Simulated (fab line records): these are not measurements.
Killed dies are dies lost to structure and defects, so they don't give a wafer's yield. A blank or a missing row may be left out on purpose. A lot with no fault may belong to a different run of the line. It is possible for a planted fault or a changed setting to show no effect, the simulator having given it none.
The tool behind it: which one? | flow sfq-line | 15 lots, 45 wafers sampled, at 6 steps of a route of 325

== WHAT THE GAUGES SHOWED, per wafer ==
SFQ_M1_RS_MEAS_909: measurement is done with a four-point probe. Usual: M1_NB_RS typically reads 0.893 ohm/sq, with standard deviation 0.0095.
lot  | measured     | on            | M1_NB_RS (ohm/sq) | flag
L911 | day 8 12:31  | film-metro-03 | 0.899 0.900 0.890 |
L916 | day 10 03:28 | film-metro-04 | 0.896 0.901 0.906 |
L917 | day 10 13:48 | film-metro-04 | - - -             | OFF
L918 | day 10 17:25 | film-metro-04 | - - -             | OFF
L919 | day 11 00:44 | film-metro-03 | - - -             | OFF
L920 | day 11 05:24 | film-metro-04 | 0.887 0.900 0.903 |
L923 | day 12 15:00 | film-metro-03 | 0.886 0.885 0.877 |
L925 | day 13 03:01 | film-metro-04 | 0.888 0.889 0.882 |
L927 | day 14 03:19 | film-metro-03 | 0.876 0.882 0.885 |
L928 | day 14 09:19 | film-metro-04 | 0.897 0.923 0.909 |
L930 | day 15 00:56 | film-metro-03 | 0.893 0.888 0.883 |
L931 | day 15 08:07 | film-metro-03 | 0.895 0.898 0.892 |
L932 | day 15 11:43 | film-metro-04 | 0.894 0.893 0.889 |
L933 | day 16 00:29 | film-metro-01 | 0.890 0.891 0.903 |
L934 | day 16 04:05 | film-metro-01 | 0.884 0.888 0.869 |

SFQ_M7_RS_MEAS_943: measurement is done with a four-point probe. Usual: M7_NB_RS typically reads 0.890 ohm/sq, with standard deviation 0.011.
lot  | measured     | on            | M7_NB_RS (ohm/sq) | flag
L911 | day 72 14:03 | film-metro-02 | 0.892 0.905 0.892 |
L916 | day 73 03:19 | film-metro-02 | 0.906 0.896 0.890 |
L917 | day 73 09:12 | film-metro-02 | 0.893 0.888 0.879 |
L918 | day 73 13:20 | film-metro-02 | 0.912 0.904 0.901 |
L919 | day 74 00:59 | film-metro-02 | 0.874 0.877 0.864 |
L920 | day 79 13:32 | film-metro-01 | 0.895 0.899 0.901 |
L923 | day 81 01:50 | film-metro-02 | 0.860 0.866 0.862 |
L925 | day 85 16:45 | film-metro-01 | 0.894 0.893 0.873 |
L927 | day 85 22:44 | film-metro-02 | 0.890 0.895 0.898 |
L928 | day 85 23:56 | film-metro-01 | 0.878 0.901 0.890 |
L930 | day 86 03:43 | film-metro-01 | 0.901 0.876 0.893 |
L931 | day 86 04:44 | film-metro-03 | 0.900 0.898 0.897 |
L932 | day 86 07:28 | film-metro-01 | 0.873 0.891 0.884 |
L933 | day 86 09:52 | film-metro-01 | 0.910 0.911 0.917 |
L934 | day 86 12:11 | film-metro-01 | 0.869 0.884 0.887 |

== TOOL THAT RAN EACH LOT (tool first, then ch and the chambers of the sampled wafers, then the start) ==
lot  | SFQ_TRILAYER_M1_DEP_SPUTTER_037 | SFQ_TRILAYER_M1_ETCH_METAL_ETCH_042 | SFQ_TRILAYER_C5_BARC_OPEN_VIA_ETCH_210 | SFQ_TRILAYER_M6_STRIP_STRIP_163
L911 | pvd-sputter-06, day 8 12:25     | rie-metal-04 ch 0,1, day 10 15:13   | rie-diel-02 ch 0,1,3, day 66 13:35     | rie-metal-03 ch 0,1, day 72 04:57
L916 | pvd-sputter-06, day 10 03:22    | rie-metal-01 ch 0,1, day 12 02:01   | rie-diel-04 ch 0,2,3, day 72 14:22     | rie-metal-03 ch 0,1, day 72 18:35
L917 | pvd-sputter-05, day 10 13:43    | rie-metal-02 ch 0,1, day 12 15:13   | rie-diel-04 ch 0,3, day 72 20:22       | rie-metal-03 ch 0,1, day 72 23:59
L918 | pvd-sputter-06, day 10 17:19    | rie-metal-02 ch 0,1, day 12 17:37   | rie-diel-01 ch 0,1, day 73 01:10       | rie-metal-03 ch 0,1, day 73 04:49
L919 | pvd-sputter-05, day 11 00:32    | rie-metal-02 ch 0,1, day 12 22:25   | rie-diel-02 ch 0,2,3, day 73 11:58     | rie-metal-01 ch 1, day 73 15:59
L920 | pvd-sputter-05, day 11 05:19    | rie-metal-01 ch 0,1, day 13 03:13   | rie-diel-01 ch 2,3, day 74 03:41       | rie-metal-03 ch 0,1, day 79 04:11
L923 | pvd-sputter-05, day 12 14:55    | rie-metal-01 ch 0,1, day 14 16:43   | rie-diel-02 ch 1,2, day 75 14:29       | rie-metal-01 ch 0,1, day 80 16:44
L925 | pvd-sputter-06, day 13 02:55    | rie-metal-01 ch 0,1, day 15 04:43   | rie-diel-02 ch 0,2, day 76 06:05       | rie-metal-04 ch 0,1, day 81 04:11
L927 | pvd-sputter-04, day 14 03:13    | rie-metal-01 ch 0,1, day 16 10:17   | rie-diel-01 ch 0,3, day 76 16:53       | rie-metal-03 ch 0,1, day 81 12:35
L928 | pvd-sputter-05, day 14 09:13    | rie-metal-02 ch 0,1, day 16 18:29   | rie-diel-04 ch 0,2, day 77 02:29       | rie-metal-01 ch 0,1, day 81 14:59
L930 | pvd-sputter-04, day 15 00:49    | rie-metal-01 ch 0,1, day 17 12:02   | rie-diel-01 ch 1,3, day 77 12:24       | rie-metal-03 ch 0, day 81 17:23
L931 | pvd-sputter-06, day 15 08:01    | rie-metal-02 ch 0,1, day 17 18:02   | rie-diel-04 ch 0,1,3, day 77 14:48     | rie-metal-01 ch 0,1, day 81 18:35
L932 | pvd-sputter-06, day 15 11:37    | rie-metal-04 ch 0,1, day 17 22:50   | rie-diel-02 ch 1,2,3, day 77 23:12     | rie-metal-04 ch 0,1, day 81 20:59
L933 | pvd-sputter-05, day 16 00:23    | rie-metal-04 ch 0,1, day 18 12:02   | rie-diel-04 ch 2,3, day 78 06:24       | rie-metal-01 ch 0,1, day 82 01:47
L934 | pvd-sputter-05, day 16 03:59    | rie-metal-04 ch 0,1, day 18 15:38   | rie-diel-02 ch 0,3, day 78 08:48       | rie-metal-04 ch 0,1, day 82 05:23
- SFQ_TRILAYER_M1_DEP_SPUTTER_037: material Nb, target thk 200 nm, time 133.3 s.
- SFQ_TRILAYER_M1_ETCH_METAL_ETCH_042: etches Nb in Cl2/Ar, stops on SiO2, target depth 240 nm, time 120 s.
- SFQ_TRILAYER_C5_BARC_OPEN_VIA_ETCH_210: etches BARC in O2, target depth 125 nm, time 41.7 s.
- SFQ_TRILAYER_M6_STRIP_STRIP_163: strips in O2.

== WHAT THE TOOLS THEMSELVES READ (means of the sampled wafers that have a number; where no wafer has one, the mark that the record gives instead) ==
SFQ_TRILAYER_M1_DEP_SPUTTER_037. Usual: base-pressure-pa 1.34e-06 Pa, standard deviation 7.3e-08; cathode-dc-power-W 2000.0 W, standard deviation 0.35; throttle-valve-pct 29.9 %, standard deviation 0.92.
lot  | tool           | base-pressure-pa (Pa) | cathode-dc-power-W (W) | throttle-valve-pct (%) | flag
L911 | pvd-sputter-06 | 1.33e-06              | 2000.1                 | 29.4                   |
L916 | pvd-sputter-06 | 1.25e-06              | 2000.3                 | 29.1                   |
L917 | pvd-sputter-05 | -                     | -                      | -                      | OFF
L918 | pvd-sputter-06 | -                     | -                      | -                      | OFF
L919 | pvd-sputter-05 | -                     | -                      | -                      | OFF
L920 | pvd-sputter-05 | 1.33e-06              | 1999.9                 | 30.5                   |
L923 | pvd-sputter-05 | 1.36e-06              | 2000.3                 | 29.7                   |
L925 | pvd-sputter-06 | 1.33e-06              | 1999.9                 | 29.5                   |
L927 | pvd-sputter-04 | 1.40e-06              | 2000.2                 | 29.8                   |
L928 | pvd-sputter-05 | 1.34e-06              | 1999.9                 | 30.3                   |
L930 | pvd-sputter-04 | 1.35e-06              | 1999.5                 | 28.9                   |
L931 | pvd-sputter-06 | 1.36e-06              | 2000.0                 | 29.4                   |
L932 | pvd-sputter-06 | 1.30e-06              | 2000.3                 | 29.2                   |
L933 | pvd-sputter-05 | 1.33e-06              | 2000.1                 | 30.3                   |
L934 | pvd-sputter-05 | 1.38e-06              | 2000.0                 | 30.2                   |

SFQ_TRILAYER_M1_ETCH_METAL_ETCH_042. Usual: drypump-motor-current-A 5.6 A, standard deviation 0.73; he-backside-leak-sccm 3.7 sccm, standard deviation 0.34; oes-product-au 0.892 a.u., standard deviation 0.0065.
lot  | tool         | drypump-motor-current-A (A) | he-backside-leak-sccm (sccm) | oes-product-au (a.u.) | flag
L911 | rie-metal-04 | 6.3                         | 4.3                          | 0.892                 |
L916 | rie-metal-01 | 6.3                         | 3.5                          | 0.887                 |
L917 | rie-metal-02 | 4.8                         | 3.7                          | 0.375                 | OFF
L918 | rie-metal-02 | 5.0                         | 3.7                          | 0.372                 | OFF
L919 | rie-metal-02 | 5.1                         | 3.7                          | 0.377                 | OFF
L920 | rie-metal-01 | 6.3                         | 3.6                          | 0.890                 |
L923 | rie-metal-01 | 6.3                         | 3.8                          | 0.898                 |
L925 | rie-metal-01 | 6.4                         | 4.2                          | 0.893                 |
L927 | rie-metal-01 | 6.3                         | 3.6                          | 0.901                 |
L928 | rie-metal-02 | 4.8                         | 3.8                          | 0.883                 |
L930 | rie-metal-01 | 6.3                         | 3.6                          | 0.889                 |
L931 | rie-metal-02 | 4.8                         | 3.9                          | 0.892                 |
L932 | rie-metal-04 | 6.2                         | 3.6                          | 0.893                 |
L933 | rie-metal-04 | 5.9                         | 3.3                          | 0.894                 |
L934 | rie-metal-04 | 6.3                         | 3.7                          | 0.899                 |

SFQ_TRILAYER_C5_BARC_OPEN_VIA_ETCH_210. Usual: drypump-motor-current-A 5.6 A, standard deviation 0.38; oes-product-au 0.685 a.u., standard deviation 0.0044.
lot  | tool        | drypump-motor-current-A (A) | oes-product-au (a.u.) | flag
L911 | rie-diel-02 | 5.4                         | 0.688                 |
L916 | rie-diel-04 | 5.5                         | 0.686                 |
L917 | rie-diel-04 | 5.2                         | 0.688                 |
L918 | rie-diel-01 | 5.8                         | 0.687                 |
L919 | rie-diel-02 | 5.7                         | 0.683                 |
L920 | rie-diel-01 | 5.8                         | 0.684                 |
L923 | rie-diel-02 | 6.0                         | 0.680                 |
L925 | rie-diel-02 | 6.1                         | 0.685                 |
L927 | rie-diel-01 | 5.7                         | 0.684                 |
L928 | rie-diel-04 | 5.4                         | 0.687                 |
L930 | rie-diel-01 | 6.0                         | 0.684                 |
L931 | rie-diel-04 | 5.3                         | 0.684                 |
L932 | rie-diel-02 | 5.7                         | 0.679                 |
L933 | rie-diel-04 | 5.7                         | 0.685                 |
L934 | rie-diel-02 | 5.5                         | 0.688                 |

SFQ_TRILAYER_M6_STRIP_STRIP_163. Usual: drypump-motor-current-A 6.0 A, standard deviation 0.37; he-backside-leak-sccm 3.59 sccm, standard deviation 0.29; oes-product-au 1.002 a.u., standard deviation 0.012.
lot  | tool         | drypump-motor-current-A (A) | he-backside-leak-sccm (sccm) | oes-product-au (a.u.) | flag
L911 | rie-metal-03 | 5.8                         | 3.36                         | 1.002                 |
L916 | rie-metal-03 | 5.8                         | 3.59                         | 1.002                 |
L917 | rie-metal-03 | 5.8                         | 3.34                         | 1.011                 |
L918 | rie-metal-03 | 5.8                         | 3.35                         | 1.014                 |
L919 | rie-metal-01 | 6.2                         | 3.76                         | 0.978                 |
L920 | rie-metal-03 | 5.8                         | 3.57                         | 1.008                 |
L923 | rie-metal-01 | 6.4                         | 3.43                         | 1.008                 |
L925 | rie-metal-04 | 5.9                         | 3.95                         | 1.017                 |
L927 | rie-metal-03 | 5.8                         | 3.48                         | 0.997                 |
L928 | rie-metal-01 | 6.4                         | 3.47                         | 0.999                 |
L930 | rie-metal-03 | 5.9                         | 3.19                         | 1.002                 |
L931 | rie-metal-01 | 6.4                         | 3.48                         | 0.998                 |
L932 | rie-metal-04 | 6.3                         | 3.60                         | 0.998                 |
L933 | rie-metal-01 | 6.4                         | 3.62                         | 1.006                 |
L934 | rie-metal-04 | 5.9                         | 3.64                         | 1.010                 |

== THE ANSWER, worked out from the rows above alone ==
Rule: take the mean of a lot's wafers that have a number; if it is more than 3 standard deviations from the usual mean, the lot is off. Also off: a lot with no number at a reading for which 4 or more lots have one. Where the step has rows for the other lots, those lots are counted as sound. The gauges are gone through in route order, then the tools' own readings, and for those a lot's mean is taken as printed above. The first step at which some lot is off is used, and at that step the reading that is off furthest; a lot without a number counts as furthest.
Off: at SFQ_M1_RS_MEAS_909 (M1_NB_RS), L917, L918, L919. Without a number there: L917, L918, L919.
A tool fits if, at a process step before that reading, it ran every lot that is off, and no sound lot after the first of them. The gauges at SFQ_M1_RS_MEAS_909 aren't tried: what is off there is off at SFQ_TRILAYER_M1_DEP_SPUTTER_037 too, on other tools, and a gauge's error can't cause that. Of those tried, none fits.

== WHAT HAD BEEN PUT IN BY THE SIMULATOR ==
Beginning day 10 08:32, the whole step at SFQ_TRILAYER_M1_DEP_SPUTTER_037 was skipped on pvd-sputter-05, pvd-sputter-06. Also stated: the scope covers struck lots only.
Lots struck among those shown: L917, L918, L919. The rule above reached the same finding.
